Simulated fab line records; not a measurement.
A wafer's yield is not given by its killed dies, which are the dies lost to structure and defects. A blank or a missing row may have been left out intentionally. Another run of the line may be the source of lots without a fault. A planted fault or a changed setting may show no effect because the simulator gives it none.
fab line records	flow sky130
record: lots: 7	wafers: 21	last-day: 49
route steps=708 shown LDD_HVN@270 LDD_HVP@278 PAD_OPEN@708
lots that met no fault: taken from a fault-free run of the same line
start-h: the number of hours between the record's first day and the start of the first shown wafer of the lot	wait-h: hours since the lot's step before	" unchanged from the row above	L1.1+2: a single row standing in for several wafers	- no value, or no start was given	* or withheld: withheld	< > ~ a bound
route shown NAME@n: NAME is a module with steps in the file, n the number in the route of the first one	usual: mean and standard deviation over wafers with no fault	same: alike in all rows	chamber/n: place in a boat	sites: per-site readings	_std_site: how widely they spread, as a standard deviation	_edge_site: outer sites' mean less inner sites'	radius-mm: how far each site lies from the wafer's centre	mask NAME#n: copy n	behind: the tool/chamber that last shaped the wafer	hold: cause of the lot's hold/its duration in hours/its outcome	device: which transistor (n, p or np) failed to switch	end of line: at the end of the route, the tests of the same wafers	step lacking rows: just its recipe	killed: the dies lost at the first sort to structure and to defects; this is not the yield of the wafer	map: per-die view of a wafer (x killed, . not killed, _ where there is no die)
set.NAME: setting as actually run; set.NAME@STEP: the setting as run at that earlier step	model.NAME: the simulator's own value behind a step, which no gauge read
certain route steps with their lots: each step a table, each wafer a row
services: a tool's chamber out of use, with start hour (start-h, from the record's first day; less than 0 if before it), hours out, and reason
== steps ==
step: SKY_LDD_HVN_SOFTBAKE_03
recipe: temp-c: 90	time-s: 60	resist: NOVOLAK
step: SKY_LDD_HVN_EXPOSE_04
recipe: mask-id: HVNTM	na: 0.6	source-shape: conventional	sigma-outer: 0.6	polarization: unpolarized	target-cd-nm: 700	dose-mj: 127
step: SKY_LDD_HVN_PEB_05
recipe: temp-c: withheld	time-s: *	resist: NOVOLAK
step: SKY_LDD_HVN_DEVELOP_06
recipe: resist: NOVOLAK	developer: TMAH	develop-time-s: 60	dev-temp-c: 23
step: SKY_LDD_HVN_OVL_MEAS_07
usual: LDD_HVN_OVL: 0.0/1.2
lot.wafer	tool	chamber	start-h	wait-h	LDD_HVN_OVL[nm]
L953.3	overlay-01	-	449.76	0.1	0.1
L953.5	"	-	"	"	1.7
L953.6	"	-	"	"	0.3
L956.1	overlay-01	-	500.84	0.1	-2.4
L956.2	"	-	"	"	-1.4
L956.3	"	-	"	"	-2.5
L958.2	overlay-01	-	537.80	0.1	-0.1
L958.4	"	-	"	"	-1.9
L958.5	"	-	"	"	-0.4
L959.2	overlay-02	-	551.45	0.1	-2.6
L959.3	"	-	"	"	-0.8
L959.5	"	-	"	"	-0.9
L962.3	overlay-01	-	557.82	0.1	1.5
L962.4	"	-	"	"	2.6
L962.6	"	-	"	"	0.7
L966.1	overlay-01	-	591.64	0.1	0.6
L966.4	"	-	"	"	1.8
L966.6	"	-	"	"	0.6
L970.2	overlay-02	-	632.65	0.1	-0.2
L970.4	"	-	"	"	0.7
L970.5	"	-	"	"	-1.4
step: SKY_LDD_HVN_IMPLANT_08
recipe: species: P	energy-kev: 60	dose-cm2: 2.968e+13	tilt-deg: 40
step: SKY_LDD_HVN_STRIP_09
recipe: chemistry: O2/N2	power-w: 1400	pressure-mtorr: 1500	platen-temp-c: withheld	o2-flow-sccm: 3000	n2-flow-sccm: 300	overash-fraction: 0.5
usual: drypump-motor-current-A: 5.7/0.54	oes-product-au: 0.408/0.0049	strip-time-to-endpoint-s: 4.127/0.014
lot.wafer	tool	chamber	start-h	wait-h	drypump-motor-current-A	oes-product-au	rf-hours-counter-h	strip-time-to-endpoint-s
L953.3	plasma-asher-02	0	449.96	0.1	6.1	0.410	-	4.123
L953.5	"	1	"	"	4.8	0.405	-	4.131
L953.6	"	0	"	"	6.1	0.403	-	4.126
L956.1	plasma-asher-04	1	501.03	0.1	5.7	0.408	39	4.113
L956.2	"	0	"	"	5.9	0.404	39	4.117
L956.3	"	1	"	"	5.7	0.405	-	4.122
L958.2	plasma-asher-03	0	537.98	0.1	5.8	0.404	10	4.119
L958.4	"	1	"	"	6.2	0.405	-	4.127
L958.5	"	0	"	"	5.8	0.395	-	4.119
L959.2	plasma-asher-02	0	551.63	0.1	6.1	0.407	73	4.137
L959.3	"	0	"	"	6.1	0.409	-	4.120
L959.5	"	0	"	"	6.1	0.408	-	4.111
L962.3	plasma-asher-02	0	558.03	0.1	6.1	0.402	-	4.127
L962.4	"	1	"	"	4.8	0.412	-	4.149
L962.6	"	0	"	"	6.1	0.413	-	4.126
L966.1	plasma-asher-03	1	591.83	0.1	6.2	0.410	15	4.129
L966.4	"	1	"	"	6.2	0.409	-	4.120
L966.6	"	0	"	"	5.8	0.410	-	4.120
L970.2	plasma-asher-02	1	632.83	0.1	4.8	0.408	82	4.131
L970.4	"	0	"	"	6.1	0.407	-	4.127
L970.5	"	1	"	"	4.8	0.409	-	4.140
step: SKY_LDD_HVN_TW_MEAS_10
usual: LDD_HVN_TW: 1431/7.2
lot.wafer	tool	chamber	start-h	wait-h	LDD_HVN_TW
L953.3	film-metro-03	-	450.05	0.1	1436
L953.5	"	-	"	"	1438
L953.6	"	-	"	"	1439
L956.1	film-metro-01	-	501.13	0.1	1431
L956.2	"	-	"	"	1433
L956.3	"	-	"	"	1433
L958.2	film-metro-02	-	538.09	0.1	1431
L958.4	"	-	"	"	1435
L958.5	"	-	"	"	1430
L959.2	film-metro-02	-	551.74	0.1	1439
L959.3	"	-	"	"	1432
L959.5	"	-	"	"	1430
L962.3	film-metro-01	-	558.11	0.1	1428
L962.4	"	-	"	"	1424
L962.6	"	-	"	"	1422
L966.1	film-metro-01	-	591.93	0.1	1412
L966.4	"	-	"	"	1427
L966.6	"	-	"	"	1428
L970.2	film-metro-01	-	632.94	0.1	1423
L970.4	"	-	"	"	1431
L970.5	"	-	"	"	1422
step: SKY_LDD_HVP_DEHYDRATE_00
recipe: temp-c: 200	time-s: 60
step: SKY_LDD_HVP_HMDS_01
recipe: prime-time-s: 60	prime-temp-c: 120
step: SKY_LDD_HVP_COAT_02
recipe: resist: NOVOLAK	spin-rpm: 3000	resist-thk-nm: 300
step: SKY_LDD_HVP_SOFTBAKE_03
recipe: temp-c: 90	time-s: 60	resist: NOVOLAK
step: SKY_LDD_HVP_EXPOSE_04
recipe: mask-id: HVPTM	na: 0.6	source-shape: conventional	sigma-outer: 0.6	polarization: unpolarized	target-cd-nm: 700	dose-mj: 86
usual: exposure-dose-mJ-cm2: 85.99/0.087	stage-vel-mm-s: 500.06/0.25
lot.wafer	tool	chamber	start-h	wait-h	mask	exposure-dose-mJ-cm2	stage-vel-mm-s
L953.3	iline-stepper-02	0	465.28	-	HVPTM#0	86.05	499.83
L953.5	"	0	"	"	HVPTM#0	86.20	499.94
L953.6	"	0	"	"	HVPTM#0	86.12	500.01
L956.1	iline-stepper-01	0	516.18	-	HVPTM#0	86.02	500.23
L956.2	"	0	"	"	HVPTM#0	85.94	500.12
L956.3	"	0	"	"	HVPTM#0	85.92	499.64
L958.2	iline-stepper-01	0	553.10	-	HVPTM#0	89.66	500.02
L958.4	"	0	"	"	HVPTM#0	89.71	499.84
L958.5	"	0	"	"	HVPTM#0	89.69	499.79
L959.2	iline-stepper-01	0	566.35	-	HVPTM#0	89.59	500.28
L959.3	"	0	"	"	HVPTM#0	89.75	500.77
L959.5	"	0	"	"	HVPTM#0	89.84	500.55
L962.3	iline-stepper-01	0	573.22	-	HVPTM#0	89.91	499.93
L962.4	"	0	"	"	HVPTM#0	89.70	500.19
L962.6	"	0	"	"	HVPTM#0	89.69	500.21
L966.1	iline-stepper-02	0	606.44	-	HVPTM#0	85.98	500.01
L966.4	"	0	"	"	HVPTM#0	86.03	500.20
L966.6	"	0	"	"	HVPTM#0	86.10	500.26
L970.2	iline-stepper-02	0	647.33	-	HVPTM#0	85.94	500.29
L970.4	"	0	"	"	HVPTM#0	85.93	500.24
L970.5	"	0	"	"	HVPTM#0	85.83	500.11
step: SKY_LDD_HVP_PEB_05
recipe: temp-c: withheld	time-s: *	resist: NOVOLAK
step: SKY_PAD_OPEN_PROBE_99
usual: killed_at_M0_to_M3: 42/6.4	killed_at_M4_up: 2.9/1.7	killed-at-contacts: 25/5.2	killed-at-front-end: 16/4.4	killed-at-other: 0.4/0.65	killed-dies: 86/9.2	killed-open: 47/6.6	killed-short: 39/5.8
same: gross-dies: 492	killed-at-back-side: 0
lot.wafer	tool	chamber	start-h	wait-h	killed_at_M0_to_M3	killed_at_M4_up	killed-at-contacts	killed-at-front-end	killed-at-other	killed-dies	killed-open	killed-short
L953.3	prober-02	-	1060.77	0.2	39	3	25	22	0	89	41	47
L953.5	prober-02	-	1060.87	0.2	43	3	31	14	1	92	45	46
L953.6	prober-02	-	1060.92	0.2	41	4	34	21	1	101	54	44
L956.1	prober-01	-	1095.26	0.1	49	3	23	13	0	88	49	39
L956.2	prober-01	-	1095.31	0.1	37	2	20	15	0	74	42	32
L956.3	prober-01	-	1095.36	0.2	52	4	20	15	1	92	49	43
L958.2	prober-02	-	1124.51	0.1	43	3	29	24	0	99	58	41
L958.4	prober-02	-	1124.61	0.2	37	2	28	16	0	83	53	30
L958.5	prober-02	-	1124.66	0.2	41	2	23	14	0	80	51	29
L959.2	prober-01	-	1130.47	0.1	49	3	18	17	0	87	46	41
L959.3	prober-01	-	1130.52	0.2	42	7	18	16	1	84	43	41
L959.5	prober-01	-	1130.62	0.2	44	3	24	16	0	87	46	41
L962.3	prober-02	-	1141.14	0.2	43	1	22	14	0	80	43	37
L962.4	prober-02	-	1141.19	0.2	34	6	19	8	0	67	33	34
L962.6	prober-02	-	1141.29	0.2	38	3	20	17	1	79	40	38
L966.1	prober-02	-	1155.88	0.1	36	3	20	18	0	77	41	36
L966.4	prober-02	-	1156.03	0.2	48	2	22	16	1	89	46	41
L966.6	prober-02	-	1156.13	0.2	33	5	22	12	1	73	39	33
L970.2	prober-02	-	1185.52	0.1	49	1	24	17	0	91	43	47
L970.4	prober-02	-	1185.62	0.2	44	3	24	13	0	84	43	41
L970.5	prober-02	-	1185.67	0.2	41	8	22	21	1	93	51	41
killed by level:class
L953.3 FIELD_ISO:geometric-particle:short=10 VIA1:geometric-particle:open=10 CONTACT:geometric-particle:open=8 METAL2:geometric-particle:short=8 CONTACT:geometric-particle:short=6 LOCAL_INTERCONNECT:geometric-particle:short=5 FIELD_ISO:geometric-particle:open=4 LI_CONTACT:geometric-particle:open=4
L953.5 VIA3:geometric-particle:open=10 CONTACT:geometric-particle:short=9 CONTACT:geometric-particle:open=8 VIA1:geometric-particle:short=7 LI_CONTACT:geometric-particle:open=6 POLY_GATE:geometric-particle:open=5 VIA1:geometric-particle:open=5 METAL2:geometric-particle:short=5
L953.6 CONTACT:geometric-particle:open=15 FIELD_ISO:geometric-particle:short=8 VIA3:geometric-particle:open=8 LI_CONTACT:geometric-particle:open=7 CONTACT:geometric-particle:short=7 METAL2:geometric-particle:short=7 FIELD_ISO:geometric-particle:open=5 VIA2:geometric-particle:open=4
L956.1 VIA1:geometric-particle:open=12 VIA1:geometric-particle:short=8 LI_CONTACT:geometric-particle:open=7 CONTACT:geometric-particle:open=7 VIA2:geometric-particle:short=5 METAL1:geometric-particle:short=5 VIA2:geometric-particle:open=5 METAL3:geometric-particle:short=5
L956.2 CONTACT:geometric-particle:open=10 VIA1:geometric-particle:open=9 VIA3:geometric-particle:open=8 METAL2:geometric-particle:short=7 CONTACT:geometric-particle:short=6 POLY_GATE:geometric-particle:short=5 VIA2:geometric-particle:open=5 LI_CONTACT:geometric-particle:open=3
L956.3 VIA1:geometric-particle:open=14 VIA3:geometric-particle:short=8 VIA2:geometric-particle:open=8 LOCAL_INTERCONNECT:geometric-particle:short=6 CONTACT:geometric-particle:open=6 METAL1:geometric-particle:short=6 METAL2:geometric-particle:short=6 FIELD_ISO:geometric-particle:short=4
L958.2 CONTACT:geometric-particle:open=14 VIA1:geometric-particle:open=11 POLY_GATE:geometric-particle:open=10 POLY_GATE:geometric-particle:short=7 LI_CONTACT:geometric-particle:open=7 VIA2:geometric-particle:open=5 CONTACT:geometric-particle:short=4 METAL1:geometric-particle:short=4
L958.4 LI_CONTACT:geometric-particle:open=10 CONTACT:geometric-particle:open=10 VIA3:geometric-particle:open=8 VIA2:geometric-particle:open=7 POLY_GATE:geometric-particle:open=5 VIA1:geometric-particle:open=4 VIA1:geometric-particle:short=4 FIELD_ISO:geometric-particle:open=3
L958.5 VIA1:geometric-particle:open=12 CONTACT:geometric-particle:open=10 VIA1:geometric-particle:short=6 VIA3:geometric-particle:open=6 LI_CONTACT:geometric-particle:open=5 LOCAL_INTERCONNECT:geometric-particle:short=5 METAL1:geometric-particle:short=4 POLY_GATE:geometric-particle:short=4
L959.2 VIA1:geometric-particle:open=11 VIA3:geometric-particle:open=10 METAL1:geometric-particle:short=9 VIA2:geometric-particle:open=8 POLY_GATE:geometric-particle:short=6 POLY_GATE:geometric-particle:open=5 LOCAL_INTERCONNECT:geometric-particle:short=5 CONTACT:geometric-particle:short=5
L959.3 VIA1:geometric-particle:open=10 CONTACT:geometric-particle:open=9 VIA3:geometric-particle:open=8 POLY_GATE:geometric-particle:short=5 LI_CONTACT:geometric-particle:open=5 METAL1:geometric-particle:short=5 VIA1:geometric-particle:short=5 FIELD_ISO:geometric-particle:short=4
L959.5 CONTACT:geometric-particle:open=12 VIA3:geometric-particle:open=8 VIA1:geometric-particle:open=7 METAL1:geometric-particle:short=7 FIELD_ISO:geometric-particle:short=6 CONTACT:geometric-particle:short=6 VIA1:geometric-particle:short=5 FIELD_ISO:geometric-particle:open=4
L962.3 VIA2:geometric-particle:open=8 VIA3:geometric-particle:open=7 VIA1:geometric-particle:open=7 CONTACT:geometric-particle:open=6 FIELD_ISO:geometric-particle:open=5 LI_CONTACT:geometric-particle:open=5 CONTACT:geometric-particle:short=5 METAL1:geometric-particle:short=5
L962.4 CONTACT:geometric-particle:open=6 METAL3:geometric-particle:short=6 VIA1:geometric-particle:open=5 LI_CONTACT:geometric-particle:open=4 VIA3:geometric-particle:open=4 POLY_GATE:geometric-particle:short=3 LI_CONTACT:geometric-particle:short=3 CONTACT:geometric-particle:short=3
L962.6 VIA3:geometric-particle:open=9 CONTACT:geometric-particle:open=8 METAL1:geometric-particle:short=6 POLY_GATE:geometric-particle:open=5 FIELD_ISO:geometric-particle:short=4 VIA1:geometric-particle:open=4 CONTACT:geometric-particle:short=4 METAL2:geometric-particle:short=4
L966.1 CONTACT:geometric-particle:open=8 CONTACT:geometric-particle:short=7 VIA1:geometric-particle:open=7 VIA2:geometric-particle:open=6 FIELD_ISO:geometric-particle:short=5 POLY_GATE:geometric-particle:open=5 VIA3:geometric-particle:open=4 METAL3:geometric-particle:short=4
L966.4 VIA1:geometric-particle:open=12 CONTACT:geometric-particle:open=10 VIA2:geometric-particle:open=9 METAL1:geometric-particle:short=6 FIELD_ISO:geometric-particle:short=5 VIA1:geometric-particle:short=5 VIA2:geometric-particle:short=5 LI_CONTACT:geometric-particle:open=4
L966.6 CONTACT:geometric-particle:open=9 VIA2:geometric-particle:open=8 METAL1:geometric-particle:short=7 CONTACT:geometric-particle:short=5 VIA3:geometric-particle:open=5 LOCAL_INTERCONNECT:geometric-particle:short=4 VIA1:geometric-particle:open=4 POLY_GATE:geometric-particle:open=3
L970.2 VIA1:geometric-particle:open=13 CONTACT:geometric-particle:open=7 POLY_GATE:geometric-particle:short=5 LI_CONTACT:geometric-particle:open=5 CONTACT:geometric-particle:short=5 METAL1:geometric-particle:short=5 VIA1:geometric-particle:short=5 LOCAL_INTERCONNECT:geometric-particle:short=4
L970.4 LI_CONTACT:geometric-particle:open=8 VIA1:geometric-particle:open=7 CONTACT:geometric-particle:open=7 METAL2:geometric-particle:short=6 METAL3:geometric-particle:short=6 VIA1:geometric-particle:short=5 VIA3:geometric-particle:open=5 FIELD_ISO:geometric-particle:open=4
L970.5 VIA1:geometric-particle:open=10 FIELD_ISO:geometric-particle:open=9 CONTACT:geometric-particle:open=8 METAL1:geometric-particle:short=8 VIA2:geometric-particle:open=7 CONTACT:geometric-particle:short=6 LI_CONTACT:geometric-particle:open=5 METAL4:geometric-particle:short=5
== services ==
tool	chamber	start-h	hours	kind
plasma-asher-03	0	430.26	-	clean
plasma-asher-03	1	430.26	-	clean
plasma-asher-03	-	458.41	2.8	pm
plasma-asher-02	-	465.18	2.8	pm
iline-stepper-02	-	467.90	1.7	pm
plasma-asher-04	-	469.09	1.9	repair
iline-stepper-01	-	479.14	6.7	repair
iline-stepper-02	0	483.70	-	calibration
plasma-asher-02	-	487.95	0.7	repair
iline-stepper-01	-	517.06	0.7	repair
iline-stepper-01	-	542.22	1.7	pm
iline-stepper-02	-	544.51	13.6	repair
plasma-asher-04	-	582.39	2.9	repair
iline-stepper-01	-	621.01	8.9	pm
plasma-asher-04	-	623.84	4.4	repair
plasma-asher-04	-	628.22	6.1	pm
iline-stepper-01	0	628.31	-	calibration
plasma-asher-02	-	628.43	3.0	repair
== key ==
first-sign: step: SKY_LDD_HVP_EXPOSE_04	reading: exposure-dose-mJ-cm2	direction: up	sigmas: 43	usual: *	struck: *
effect none on later readings
met-at SKY_LDD_HVP_EXPOSE_04
struck-wafers L958.2,L958.4,L958.5,L959.2,L959.3,L959.5,L962.3,L962.4,L962.6
tester-left-out L958,L959,L962
onset-between 516.18 553.10
fault: kind: process-parameter-drift	tool: iline-stepper-01	chamber: -	onset-h: 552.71	steps: SKY_LDD_HVP_EXPOSE_04	channel: dose-mj	offset: 3.6767	shape: step	acts-in: these-recipes-only	stated: 86
tester-left-out: of these lots the tester's yield and bins aren't shown, on N5 and GAA mostly nor the transistor test; their killed dies are dies lost to structure and defects alone, not to doping, threshold or leakage, so they don't give the yield
